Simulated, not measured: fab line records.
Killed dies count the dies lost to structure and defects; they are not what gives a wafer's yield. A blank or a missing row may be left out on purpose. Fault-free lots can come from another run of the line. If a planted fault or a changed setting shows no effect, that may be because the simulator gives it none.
Matching of chambers | flow gf180mcu | pecvd-03 running GF_V2_CVD_02: 3 sister chambers
The step deposits SiO2 from TEOS, target thk 850 nm, time 94.851 s. 6 wafers are shown with their chamber, then 7 later ones without.

== WAFERS WITH THEIR CHAMBER ==
wafer  | chamber | heater power w (W) | susceptor temp C (C)
L075.5 | 0       | 543                | 399.75
L081.4 | 0       | 555                | 400.28
L092.2 | 2       | 563                | 399.74
L092.5 | 1       | 410                | 399.57
L093.3 | 1       | 434                | 400.02
L093.4 | 2       | 515                | 399.81

== WAFERS MISSING THEIR CHAMBER ==
wafer  | heater power w (W) | susceptor temp C (C)
L093.6 | 563                | 400.29
L096.2 | 623                | 400.26
L096.3 | 505                | 400.14
L096.4 | 422                | 399.70
L097.1 | 592                | 400.07
L097.2 | 455                | 399.68
L097.6 | 504                | 399.74

== WHICH CHAMBER EACH WENT THROUGH ==
wafer  | from the rows above          | in truth
L093.6 | can't be placed: 0 or 2      | 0
L096.2 | can't be placed: 0 or 2      | 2
L096.3 | can't be placed: 2 or 0 or 1 | 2
L096.4 | 1                            | 1
L097.1 | can't be placed: 0 or 2      | 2
L097.2 | 1                            | 1
L097.6 | can't be placed: 2 or 0      | 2
2 of 7 placed correctly. Not placeable from these rows: 5 (in 5, the candidates include the true chamber). 0 placed wrongly.
How it was worked out, from the rows above alone: a wafer's distance from a chamber is the root of the sum, over the readings, of the square of ((its reading less the chamber's mean) divided by the reading's scatter). If the next closest chamber is less than 2 further off than the closest, the wafer can't be placed; otherwise it belongs to the closest. A chamber's mean is the mean of its shown wafers. The scatter is the square root of a quotient: the sum, over the shown wafers, of each reading's squared deviation from its chamber's mean, divided by wafers minus chambers.
